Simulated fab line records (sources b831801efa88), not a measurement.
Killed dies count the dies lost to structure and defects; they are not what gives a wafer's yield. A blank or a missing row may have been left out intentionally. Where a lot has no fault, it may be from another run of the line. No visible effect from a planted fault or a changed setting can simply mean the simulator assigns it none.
Problem report, 8D (eight disciplines) form, completed by code :: flow sky130 :: the parts of the form that need people (team, actions taken, sign-off) are left out

## 1. PROBLEM STATEMENT
RES_XHIGH_TW at SKY_RES_XHIGH_TW_MEAS_09 reads a mean of 30 on 3 wafers of 1 lot; wafers without a fault read 1636 with a standard deviation of 9.6. So: -99 or more standard deviations from the usual mean.
Earliest sighting: wafer L509.4 on film metro-01 at day 33 23:22. Wafers with a number at this step in the record: 39, from 13 lots. The rule behind "out" and "out of limits": a value lying over 4 standard deviations away from the usual mean. The other wafers with a number count as sound.

## 2. WHAT IT IS AND WHAT IT IS NOT
question: which readings at this step
is: RES_XHIGH_TW
is not: -

question: which lots
is: L509
is not: L488, L489, L490, L491, L492, L493, L494, L496, L497, L498, L500, L505

question: which wafers of those lots
is: all that have a number
is not: -

question: read on which gauges
is: film metro-01
is not: film metro-02, film metro-03

question: when
is: from day 33 23:22
is not: up to then (36 sound wafers)

## 3. SUSPECTS, AND WHAT RULES EACH OUT
Counting: a tool stays on the suspect list if, at a process step up to the reading, it processed all lots that are out and no sound lot following the first of them.
- the gauge at SKY_RES_XHIGH_TW_MEAS_09: ruled out. All the wafers that are out were read on film metro-01, but those of them that SKY_RES_XHIGH_STRIP_08 has rows for are out there too, on other tools.
- plasma asher-04 at SKY_SD_P_STRIP_10 (strips in O2/N2): kept. It ran the lot that is out, L509 (day 32 19:46), and no sound lot after that; its last sound lot up to then is L500 (day 31 06:06).
- plasma asher-02 at SKY_RES_XHIGH_STRIP_08 (strips in O2/N2): kept. It ran the lot that is out, L509 (day 33 23:16), and no sound lot after that; its last sound lot up to then is L496 (day 31 05:47). Its own strip time to endpoint s readings are out on those wafers.
After counting, plasma asher-04 at SKY_SD_P_STRIP_10 and plasma asher-02 at SKY_RES_XHIGH_STRIP_08 remain.

## 4. THE CAUSE (what the simulator had put in)
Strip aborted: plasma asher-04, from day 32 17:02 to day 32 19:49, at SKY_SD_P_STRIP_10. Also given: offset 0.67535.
2 suspects survive the count, and this tool is in that group.

## 5. THE EFFECT CHAIN, in route order
Each row: a reading whose mean over the struck wafers that have a number lies more than 3 standard deviations from the usual. Only readings for which the record gives a usual standard deviation are gone through. hours: the time from each lot's start at the first step in this table that gives one to its start at this step, as a median over the lots. sigmas: the change in usual standard deviations.
hours: 0
step: SKY_SD_P_STRIP_10
reading: oes product au
usual: 0.619 a.u.
on struck wafers: 0.636
change: +0.017
sigmas: +3.3

hours: 28
step: SKY_RES_XHIGH_STRIP_08
reading: strip time to endpoint s
usual: 14.30 s
on struck wafers: 23.24
change: +8.94
sigmas: +99 or more

hours: 28
step: SKY_RES_XHIGH_TW_MEAS_09
reading: RES_XHIGH_TW
usual: 1636
on struck wafers: 30
change: -1606
sigmas: -99 or more
Its process steps:
- SKY_SD_P_STRIP_10: strips in O2/N2.
- SKY_RES_XHIGH_STRIP_08: strips in O2/N2.
Readings that are blank on the struck wafers while sound wafers have them: strip time to endpoint s at SKY_SD_P_STRIP_10.
Later measuring or inspecting steps at which every struck wafer that the step has a row for has a number for every such reading, and none has moved that far: SKY_CONTACT_RS_MEAS_25.

## 6. HOW IT WOULD HAVE BEEN CAUGHT EARLIER
30 hours passed between the start of the fault at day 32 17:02 and the first reading out of limits at a measuring or inspecting step in this record, taken at day 33 23:22.
By day 33 23:22 the whole set of lots that are out, 1 in number, had already begun SKY_SD_P_STRIP_10 on plasma asher-04. None of them would have been spared by holding the tool at that moment.
